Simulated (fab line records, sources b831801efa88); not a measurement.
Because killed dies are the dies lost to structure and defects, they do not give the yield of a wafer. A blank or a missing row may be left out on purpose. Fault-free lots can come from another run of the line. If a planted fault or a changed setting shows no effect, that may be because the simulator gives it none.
Comparing a struck lot with a sound one + flow sky130 + 43 out of 708 route steps
Sound: the wafers L162.1, L162.3, L162.5. Struck: wafer L163.2 (left out: L163.3, L163.6 of the same lot, which were not struck); the cause appears at the end.
Each step with rows lists, per side, the tool, then ch with its chambers, then its first start. Under that, the readings that differ: sound wafers + struck wafers + difference of the means + sigmas: that difference in standard deviations of wafers without a fault.
alike: readings with means less than 2 such deviations apart, plus words and numbers identical on both sides. not compared: withheld readings, readings lacking a value on some wafer, bounds such as >300 that could conceal the same value, and numbers that have no deviation in the record and whose values overlap.
A row with sigmas, a row that says differs or no value, or rows on one side alone: a step with any of these is where the two part. Numbers that don't overlap but have no deviation are shown without sigmas and don't part them. A reading missing from all wafers of one side parts the sides only when that side holds two or more wafers.

SKY_SONOS_ONO_OVL_MEAS_14:
  sound: overlay-02 at day 12 22:06; struck: overlay-02 at day 13 11:30
  alike: SONOS_ONO_OVL
SKY_SONOS_ONO_ETCH_15: etches the open film in CHF3/O2, target depth 19.52 nm, time 7.8 s.
  sound on rie-diel-04 ch 1,2,3, day 12 22:08; struck on rie-diel-02 ch 2, day 13 11:32
  alike: drypump-motor-current-A, oes-product-au, throttle-valve-pct
  not compared: rf-hours-counter-h
then, 1 step without rows for these wafers: SKY_SONOS_ONO_WET_ETCH_16 (etches SiO2 in dHF, target depth 14 nm, time 280 s).
SKY_SONOS_ONO_STRIP_17: strips in O2/N2.
  sound on plasma-asher-03 ch 0,1, day 12 22:14; struck on plasma-asher-02 ch 1, day 13 11:39
  alike: drypump-motor-current-A, oes-product-au, strip-time-to-endpoint-s
  not compared: rf-hours-counter-h
then, 3 steps without rows for these wafers: SKY_SONOS_ONO_WET_ETCH_18 (etches Si3N4 in H3PO4, target depth 15 nm, time 172 s); SKY_GATE_OXIDE_CLEAN_00 (cleans in SC1/SC2, time 150 s); SKY_GATE_OXIDE_OXIDATION_01 (stabilise 600 s, purge 300 s, target thk 10.268 nm).
SKY_GATE_OXIDE_THK_MEAS_02:
  sound: film-metro-02 at day 13 01:30; struck: film-metro-01 at day 13 13:40
  alike: GATE_OXIDE_OXIDATION_00_THK
then, 4 steps without rows for these wafers: SKY_GATE_OXIDE_DEHYDRATE_03 (time 60 s); SKY_GATE_OXIDE_HMDS_04 (prime time 60 s); SKY_GATE_OXIDE_COAT_05 (resist thk 1140 nm); SKY_GATE_OXIDE_SOFTBAKE_06 (time 60 s).
SKY_GATE_OXIDE_EXPOSE_07: exposes mask LVOM, target cd 600 nm.
  sound on iline-stepper-01 ch 0, day 13 14:40; struck on iline-stepper-01 ch 0, day 14 01:56
  alike: mask
then, 2 steps without rows for these wafers: SKY_GATE_OXIDE_PEB_08; SKY_GATE_OXIDE_DEVELOP_09 (develop time 60 s).
SKY_GATE_OXIDE_OVL_MEAS_10:
  sound: overlay-01 at day 14 03:28; struck: overlay-01 at day 14 15:19
  alike: GATE_OXIDE_OVL
then, 2 steps without rows for these wafers: SKY_GATE_OXIDE_IMPLANT_11; SKY_GATE_OXIDE_WET_ETCH_12 (etches SiO2 in dHF, target depth 16.8 nm, time 336 s).
SKY_GATE_OXIDE_STRIP_13: strips in O2/N2.
  sound on plasma-asher-01 ch 0,1, day 14 03:46; struck on plasma-asher-01 ch 1, day 14 15:36
  alike: drypump-motor-current-A, oes-product-au, strip-time-to-endpoint-s
  not compared: rf-hours-counter-h
SKY_GATE_OXIDE_TW_MEAS_14:
  sound: film-metro-01 at day 14 03:52; struck: film-metro-02 at day 14 15:43
  alike: GATE_OXIDE_TW
then, 3 steps without rows for these wafers: SKY_GATE_OXIDE_CLEAN_15 (cleans in SC1/SC2, time 150 s); SKY_GATE_OXIDE_OXIDATION_16 (stabilise 600 s, purge 300 s, target thk 3.57 nm); SKY_POLY_GATE_CVD_00 (deposits poly-Si, target thk 180 nm, time 720 s).
SKY_POLY_GATE_THK_MEAS_01:
  the record has rows for the sound wafers here (film-metro-04, day 14 08:16) and none for the struck ones
then, 8 steps without rows for these wafers: SKY_RES_PROTECT_DEHYDRATE_00 (time 60 s); SKY_RES_PROTECT_HMDS_01 (prime time 60 s); SKY_RES_PROTECT_COAT_02 (resist thk 1140 nm); SKY_RES_PROTECT_SOFTBAKE_03 (time 60 s); SKY_RES_PROTECT_EXPOSE_04 (exposes mask RPM, target cd 1270 nm); SKY_RES_PROTECT_PEB_05; SKY_RES_PROTECT_DEVELOP_06 (develop time 60 s); SKY_POLY_GATE_IMPLANT_02.
SKY_RES_PROTECT_STRIP_07: strips in O2/N2.
  the record has rows for the sound wafers here (plasma-asher-03 ch 0,1, day 15 10:51) and none for the struck ones
SKY_RES_PROTECT_TW_MEAS_08:
  the record has rows for the sound wafers here (film-metro-02, day 15 10:57) and none for the struck ones
then, 2 steps without rows for these wafers: SKY_RES_PROTECT_CLEAN_09 (cleans in SC1/SC2, time 150 s); SKY_POLY_GATE_CVD_03 (deposits Si3N4 from DCS/NH3, target thk 75 nm, time 1290 s).
SKY_POLY_GATE_THK_MEAS_04:
  the record has rows for the sound wafers here (film-metro-03, day 15 13:50) and none for the struck ones
then, 5 steps without rows for these wafers: SKY_POLY_GATE_DEHYDRATE_05 (time 60 s); SKY_POLY_GATE_HMDS_06 (prime time 60 s); SKY_POLY_GATE_COAT_07 (resist thk 110 nm); SKY_POLY_GATE_COAT_08 (resist thk 450 nm); SKY_POLY_GATE_SOFTBAKE_09 (time 90 s).
-- here the record skips 32 days between the struck wafers' starts before and after, leaving off in module POLY_GATE and picking up in module PAD_OPEN (first step shown: number 708 of the route) --
SKY_PAD_OPEN_PROBE_99:
  sound: prober-02 at day 45 22:33; struck: prober-01 at day 46 08:10
| reading             | sound    | struck | difference | sigmas |
|---------------------|----------|--------|------------|--------|
| killed_at_M0_to_M3  | 47 50 46 | 29     | -19        | -3     |
| killed-at-front-end | 12 15 17 | 436    | +421       | +96    |
| killed-dies         | 86 87 89 | 489    | +402       | +44    |
| killed-on-rim       | 21 16 21 | 94     | +75        | +21    |
| killed-short        | 42 44 43 | 30     | -13        | -2     |
  alike: killed_at_M4_up, killed-at-contacts, killed-at-other, killed-open

## WHERE THEY PART
First at SKY_POLY_GATE_THK_MEAS_01; last, within this record, at SKY_PAD_OPEN_PROBE_99.

WHY: the cause the simulator had injected
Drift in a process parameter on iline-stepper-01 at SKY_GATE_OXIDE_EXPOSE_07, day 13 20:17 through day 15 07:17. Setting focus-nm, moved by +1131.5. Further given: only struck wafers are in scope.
